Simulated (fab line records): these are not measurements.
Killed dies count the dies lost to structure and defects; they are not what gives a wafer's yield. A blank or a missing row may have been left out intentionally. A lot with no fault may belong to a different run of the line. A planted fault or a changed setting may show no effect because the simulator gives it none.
Problem report, 8D (eight disciplines) form, completed by code / flow sky130 / the parts of the form that need people (team, actions taken, sign-off) are left out

1. WHAT WENT WRONG
Wafers free of any fault read 5271 ohm/sq (standard deviation 16) for PWDE_RS at SKY_NWELL_RS_MEAS_31, against a mean of 5111 ohm/sq on 6 wafers of 2 lots. Relative to the usual mean, that is a shift of -10 standard deviations.
The step: measures by four-point-probe.
First observed at day 7 21:34: wafer L932.1, on film-metro-03. The record has a number at this step for 36 wafers belonging to 12 lots. Rule for "out", or "out of limits": more than 4 standard deviations from the usual mean. Any other wafer with a number is counted as sound.

2. WHAT IT IS AND WHAT IT IS NOT
question=which readings at this step | is=PWDE_RS | is not=-
question=which lots | is=L932, L933 | is not=L923, L924, L930, L936, L937, L939, L942, L943, L944, L945
question=which wafers of those lots | is=all that have a number | is not=-
question=read on which gauges | is=film-metro-01, film-metro-03 | is not=film-metro-02
question=when | is=from day 7 21:34 | is not=up to then (9 sound wafers); but 21 sound wafers of L936, L937, L939, L942, L943, L944, L945 came after

3. SUSPECTS, AND WHAT RULES EACH OUT
Counting: a tool at any process step up to the reading remains a suspect when it ran all the lots that are out and ran no sound lot after the first of those.
- the gauge at SKY_NWELL_RS_MEAS_31 is ruled out. Those wafers that are out were read across 2 gauges (film-metro-01, film-metro-03).
- implanter-03 at SKY_PWDE_IMPLANT_08: kept. It ran every lot that is out, first L932 (day 6 02:41), and no sound lot after that; its last sound lot up to then is L923 (day 4 00:13). Its own dose-ions-cm2 readings are out on those wafers.
The count leaves implanter-03 at SKY_PWDE_IMPLANT_08.

4. THE CAUSE (what the simulator had put in)
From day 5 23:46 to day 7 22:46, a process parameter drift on implanter-03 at SKY_PWDE_IMPLANT_08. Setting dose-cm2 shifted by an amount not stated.
Only this tool survived the counting.

5. SEQUENCE OF EFFECTS, ordered by route
Rows list readings where the struck wafers' mean (over those with a number) sits beyond 3 standard deviations from the usual. Only readings whose record carries a usual standard deviation are examined. hours: median over the lots of the time between each lot's start at the first step of this table that gives one and its start at this step. sigmas: the change, counted in usual standard deviations.
hours=0; step=SKY_PWDE_IMPLANT_08; reading=dose-ions-cm2; usual=3.6e+12; on struck wafers=3.7e+12; change=+1.3e+11; sigmas=+30
hours=43; step=SKY_NWELL_RS_MEAS_31; reading=PWDE_RS; usual=5271 ohm/sq; on struck wafers=5111; change=-160; sigmas=-10
Here are the process steps it includes:
- SKY_PWDE_IMPLANT_08

6. WHAT WOULD HAVE CAUGHT IT SOONER
In this record the first reading out of limits at a measuring or inspecting step was taken at day 7 21:34, 46 hours after the fault began at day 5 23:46.
Tool's own readings at SKY_PWDE_IMPLANT_08, dose-ions-cm2: out on all struck wafers the step has rows for; an alarm limit on them would have tripped on the first.
By day 7 21:34, every lot that is out (2) had started SKY_PWDE_IMPLANT_08 on implanter-03. A hold on the tool at that time would have spared none of them.
